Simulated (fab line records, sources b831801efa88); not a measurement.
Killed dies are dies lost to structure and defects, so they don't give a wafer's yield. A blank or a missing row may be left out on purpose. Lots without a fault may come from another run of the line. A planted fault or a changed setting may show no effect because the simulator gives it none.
Problem report in the 8D (eight disciplines) form, filled by code | flow sfq_line | the parts of the form that need people (team, actions taken, sign-off) are left out

1. THE PROBLEM
oes_product_au at SFQ_TRILAYER_M6_BARC_OPEN_METAL_ETCH_206 reads a mean of 0.718 a.u. on 3 wafers of 2 lots; wafers without a fault read 0.686 a.u. with a standard deviation of 0.0044. That is +7.2 standard deviations from the usual mean.
The step: etches BARC in O2, target depth 125 nm, time 41.7 s.
First seen on wafer L385.5, day 79 19:13, on rie_metal-03. The record holds 42 wafers of 14 lots with a number at this step. Rule for "out", or "out of limits": more than 4 standard deviations from the usual mean. The other wafers with a number count as sound.

2. WHAT IT IS AND WHAT IT IS NOT
question                    | is                     | is not
which readings at this step | oes_product_au         | drypump_motor_current_A
which lots                  | L385, L388             | L369, L370, L371, L372, L374, L375, L376, L379, L383, L387, L390, L392
which wafers of those lots  | L385.5, L388.1, L388.5 | L385.3, L385.4, L388.6
read on which tools         | rie_metal-03           | rie_metal-01, rie_metal-02
when                        | from day 79 19:13      | up to then (29 sound wafers); but 10 sound wafers of L387, L388, L390, L392 came after

3. SUSPECTS, AND WHAT RULES EACH OUT
Counting: a tool at a process step up to the reading stays a suspect if it ran every lot that is out. Sound lots after the first of them don't rule it out here, since some wafers of a struck lot are sound.
- rie_metal-03 at SFQ_TRILAYER_M6_BARC_OPEN_METAL_ETCH_206 (etches BARC in O2, target depth 125 nm, time 41.7 s): kept. It ran every lot that is out, first L385 (day 79 19:13); its last sound lot up to then is L383 (day 77 23:54). Its own readings are out on those wafers: oes_product_au.
Left after counting: rie_metal-03 at SFQ_TRILAYER_M6_BARC_OPEN_METAL_ETCH_206.

4. THE CAUSE (what the simulator had put in)
Process parameter drift: rie_metal-03, from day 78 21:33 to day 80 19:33, at SFQ_TRILAYER_M6_BARC_OPEN_METAL_ETCH_206. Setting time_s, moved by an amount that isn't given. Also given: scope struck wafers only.
Counting left only this tool.

5. THE CHAIN OF EFFECTS, in route order
Each row: a reading whose mean over the struck wafers that have a number lies more than 3 standard deviations from the usual. Only readings for which the record gives a usual standard deviation are gone through. hours: the time from each lot's start at the first step in this table that gives one to its start at this step, as a median over the lots. sigmas: the change in usual standard deviations.
hours | step                                     | reading        | usual      | on struck wafers | change | sigmas
0     | SFQ_TRILAYER_M6_BARC_OPEN_METAL_ETCH_206 | oes_product_au | 0.686 a.u. | 0.718            | +0.032 | +7.2
0     | SFQ_TRILAYER_M6_BARC_OPEN_METAL_ETCH_206 | run_length_s   | 70.0 s     | 66.8             | -3.2   | -4.0
The process steps in it:
- SFQ_TRILAYER_M6_BARC_OPEN_METAL_ETCH_206: etches BARC in O2, target depth 125 nm, time 41.7 s.

6. WHAT WOULD HAVE CAUGHT IT SOONER
In this record the first reading out of limits was taken at day 79 19:13, 22 hours after the fault began at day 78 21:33.
